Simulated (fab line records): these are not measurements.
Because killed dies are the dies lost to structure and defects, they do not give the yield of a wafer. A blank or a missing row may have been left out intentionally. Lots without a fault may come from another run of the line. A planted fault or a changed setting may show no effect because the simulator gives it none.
One fault through the eyes of 2 desks ; flow gf180mcu ; each desk has only its own numbers; what lay behind them comes last

== DESK OF THE TOOL OWNER: implanter-02 ==
The tool's own readings at GF_NWELL_IMPLANT_09: means of the sampled wafers that have a number, for each lot that ran on this tool. Marked OUT: a lot whose mean sits more than 4 standard deviations from the usual mean, which makes it out of limits; the brackets give that distance.
Columns: A = beam-energy-keV at GF_NWELL_IMPLANT_09, usual 160.00
lot;first seen here;A
L331;day 3 10:22;159.99
L332;day 3 13:01;159.95
L333;day 3 21:28;159.95
L336;day 4 09:55;160.04
L337;day 4 15:56;159.92
L338;day 4 19:50;170.19 (+99 or more) OUT
L340;day 5 06:59;170.20 (+99 or more) OUT
Finding of this desk: L338, L340 out of limits; the first was L338 at day 4 19:50, on beam-energy-keV at GF_NWELL_IMPLANT_09. L331, L332, L333, L336, L337 stayed within limits.

== FROM THE METROLOGY DESK ==
Lot by lot, what the gauges showed, no matter which tool ran the lot: averages of those sampled wafers that carry a number. Marked OUT: a lot whose mean sits more than 4 standard deviations from the usual mean, which makes it out of limits; the brackets give that distance.
Columns: A = LVPWELL_OVL at GF_LVPWELL_OVL_MEAS_07, usual -1.8 nm; B = MVPSD_OVL at GF_MVPSD_OVL_MEAS_07, usual 0.1 nm
lot;first seen here;A;B
L331;day 3 23:46;-1.3;0.5
L332;day 4 01:48;-2.2;0.4
L333;day 4 10:46;-4.4;2.0
L334;day 4 14:52;-1.1;-0.1
L335;day 4 17:51;0.2;-0.2
L336;day 5 00:03;-1.3;0.9
L337;day 5 05:42;-2.1;-0.1
L338;day 5 09:58;-1.4;1.2
L340;day 5 21:28;-2.7;-0.0
L344;day 6 21:57;-1.5;0.7
L345;day 7 04:36;-1.2;-0.8
L347;day 7 14:43;-1.3;0.6
L348;day 7 20:55;-1.9;0.6
L350;day 8 06:42;-1.5;1.9
Finding of this desk: none of the 14 lots has anything out of limits.

== ALL TOGETHER ==
On L338, L340, at day 4 19:50, an alarm was possible from the tool owner's desk.
The metrology desk saw nothing out of limits.
The metrology desk holds a record of L338, L340, inside its limits.
GF_NWELL_IMPLANT_09 was run on implanter-02 by each of the lots named.

== WHAT HAD BEEN PUT IN BY THE SIMULATOR ==
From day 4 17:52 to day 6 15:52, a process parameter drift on implanter-02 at GF_NWELL_IMPLANT_09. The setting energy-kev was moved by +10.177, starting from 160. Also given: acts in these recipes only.
Struck lots among those shown: L338, L340.
Each desk's first reading out of limits, in hours after the fault started: the tool owner's desk, 2.
